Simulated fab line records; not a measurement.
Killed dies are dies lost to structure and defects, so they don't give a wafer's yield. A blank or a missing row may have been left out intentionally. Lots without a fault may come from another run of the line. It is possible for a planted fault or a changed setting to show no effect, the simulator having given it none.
Problem report in the 8D (eight disciplines) form, filled by code + flow gf180mcu + the parts of the form that need people (team, actions taken, sign-off) are left out

== 1. WHAT WENT WRONG ==
V1_W_RS at GF_V1_RS_MEAS_24 reads a mean of 0.190 ohm/sq on 1 wafer of 1 lot; wafers without a fault read 0.329 ohm/sq with a standard deviation of 0.0034. Measured from the usual mean, that is -41 standard deviations.
The step: measures by four-point-probe.
Seen first at day 21 17:30 on film-metro-04, wafer L490.5. At this step, 37 wafers from 13 lots have a number in the record. Rule for "out", or "out of limits": more than 4 standard deviations from the usual mean. The other wafers with a number count as sound.

== 2. WHAT IT IS, AND WHAT IT ISN'T ==
| question                    | is                     | is not                                                                                                   |
|-----------------------------|------------------------|----------------------------------------------------------------------------------------------------------|
| which readings at this step | V1_W_RS                | -                                                                                                        |
| which lots                  | L490                   | L481, L483, L484, L488, L489, L493, L498, L500, L501, L502, L503, L504                                   |
| which wafers of those lots  | all that have a number | -                                                                                                        |
| read on which gauges        | film-metro-04          | film-metro-01, film-metro-03                                                                             |
| when                        | from day 21 17:30      | up to then (15 sound wafers); but 21 sound wafers of L493, L498, L500, L501, L502, L503, L504 came after |

== 3. THE SUSPECTS, EACH WITH WHAT RULES IT OUT ==
Counting: a tool at any process step up to the reading remains a suspect when it ran all the lots that are out and ran no sound lot after the first of those.
- the gauge at GF_V1_RS_MEAS_24: ruled out. All the wafers that are out were read on film-metro-04, but those of them that GF_V1_CMP_26 has rows for are out there too, on other tools.
- pecvd-03 at GF_V1_CVD_02 (deposits SiO2 from TEOS, target thk 850 nm, time 94.851 s): ruled out as a lasting fault. The sound lots L500, L502, L504 went through it after L490, its earliest lot that is out (day 20 15:50).
- cvd-w-02 at GF_V1_CVD_23 (deposits W, target thk 350 nm, time 105.05 s): ruled out as a lasting fault. The sound lots L500, L501, L502, L503, L504 went through it after L490, its earliest lot that is out (day 21 17:23).
Left after counting: nothing in the record.

== 4. THE CAUSE (what the simulator had put in) ==
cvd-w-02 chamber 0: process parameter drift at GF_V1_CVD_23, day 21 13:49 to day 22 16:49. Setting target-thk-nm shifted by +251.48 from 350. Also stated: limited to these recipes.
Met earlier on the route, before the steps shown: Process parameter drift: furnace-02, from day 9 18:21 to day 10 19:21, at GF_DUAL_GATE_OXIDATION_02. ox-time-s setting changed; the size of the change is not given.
It was ruled out by counting, in error; the rule expects a fault to strike all lots run on its tool from its start on, and this fault did not.

== 5. THE CHAIN OF EFFECTS, in route order ==
Each row: a reading where the mean over the struck wafers with a number is more than 3 standard deviations away from the usual. Readings are gone through only where the record gives a usual standard deviation; hours: the median, over the lots, of the time from a lot's start at the first step in this table giving one to that lot's start at this step; sigmas: the change measured in usual standard deviations.
| hours | step             | reading            | usual        | on struck wafers | change | sigmas |
|-------|------------------|--------------------|--------------|------------------|--------|--------|
| 0     | GF_V1_RS_MEAS_24 | V1_W_RS            | 0.329 ohm/sq | 0.190            | -0.139 | -41    |
| 0     | GF_V1_CMP_26     | time-to-endpoint-s | 83 s         | 131              | +48    | +9.1   |
Its process steps:
- GF_V1_CMP_26: polishes, stops on SiO2, t overpolish 15 s, target thk 0 nm.
Readings that are blank on the struck wafers while sound wafers have them: V1_W_THK at GF_V1_THK_MEAS_25.
Later steps that measure or inspect, where all struck wafers having a row at the step show a number for every such reading and not one has moved that far: GF_M2_RS_MEAS_05.

== 6. WHAT WOULD HAVE CAUGHT IT SOONER ==
4 hours passed between the start of the fault at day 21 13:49 and the first reading out of limits at a measuring or inspecting step in this record, taken at day 21 17:30.
An alarm limit of 4 standard deviations would not have fired on the tool readings at GF_V1_CVD_23 for which the record gives a usual standard deviation, since none of them was out on any struck wafer.
